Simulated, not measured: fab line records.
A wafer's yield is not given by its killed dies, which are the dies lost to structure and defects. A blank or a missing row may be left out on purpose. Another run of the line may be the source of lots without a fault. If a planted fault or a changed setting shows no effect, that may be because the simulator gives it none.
Chamber matching + flow sfq line + 4 sister chambers for SFQ_TRILAYER_I5_ETCH_VIA_ETCH_147 on rie diel-01
The step etches the open film in CHF3, stops on Nb, target depth 360 nm. 14 wafers are shown with their chamber, then 7 later ones without.

## WAFERS WITH THEIR CHAMBER
| wafer  | chamber | rf fwd power W (W) | oes product au (a.u.) |
|--------|---------|--------------------|-----------------------|
| L721.1 | 0       | 496.5              | 0.992                 |
| L721.4 | 2       | 496.8              | 0.988                 |
| L721.5 | 1       | 499.3              | 0.989                 |
| L722.1 | 1       | 497.8              | 0.976                 |
| L722.2 | 3       | 498.6              | 0.985                 |
| L722.3 | 2       | 498.5              | 0.985                 |
| L732.1 | 3       | 498.2              | 0.985                 |
| L732.5 | 1       | 500.1              | 0.989                 |
| L732.6 | 0       | 495.9              | 0.988                 |
| L733.1 | 2       | 499.6              | 0.992                 |
| L733.2 | 1       | 499.0              | 0.987                 |
| L733.3 | 0       | 495.6              | 0.993                 |
| L735.2 | 2       | 497.5              | 0.986                 |
| L735.5 | 0       | 498.7              | 0.985                 |

SIGNATURES, as means of the wafers listed above
| reading        | chamber 0 | chamber 1 | chamber 2 | chamber 3 | scatter within a chamber |
|----------------|-----------|-----------|-----------|-----------|--------------------------|
| rf fwd power W | 496.675   | 499.050   | 498.100   | 498.400   | 1.15                     |
| oes product au | 0.98950   | 0.98525   | 0.98775   | 0.98500   | 0.00432                  |
Rule: for each reading, subtract the chamber's mean from the wafer's reading, divide by that reading's scatter and square the result; add these up over the readings and take the root, which gives the wafer's distance from the chamber. The wafer belongs to the nearest chamber; if the next one is less than 2 further off, it can't be placed. The scatter: take each reading less its chamber's mean, square it, sum over the shown wafers, divide by the number of wafers less the number of chambers, and take the root.

## WAFERS WHOSE CHAMBER IS MISSING
| wafer  | rf fwd power W (W) | oes product au (a.u.) |
|--------|--------------------|-----------------------|
| L735.6 | 497.9              | 0.988                 |
| L740.3 | 496.1              | 0.983                 |
| L740.4 | 497.9              | 0.977                 |
| L740.5 | 498.8              | 0.991                 |
| L742.4 | 500.5              | 1.000                 |
| L742.5 | 498.7              | 0.997                 |
| L742.6 | 496.9              | 0.997                 |

## EACH ONE'S CHAMBER
| wafer  | from the rows above               | in truth |
|--------|-----------------------------------|----------|
| L735.6 | can't be placed: 2 or 3 or 0 or 1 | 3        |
| L740.3 | can't be placed: 0 or 3 or 2 or 1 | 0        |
| L740.4 | can't be placed: 3 or 1 or 2 or 0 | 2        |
| L740.5 | can't be placed: 2 or 1 or 3 or 0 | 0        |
| L742.4 | can't be placed: 2 or 1 or 3 or 0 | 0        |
| L742.5 | can't be placed: 2 or 0 or 1 or 3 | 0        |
| L742.6 | can't be placed: 0 or 2 or 3 or 1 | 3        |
0 of 7 placed correctly. Cannot be placed on the basis of these rows: 7; the candidates contain the true chamber in 7. Placed wrongly: 0.
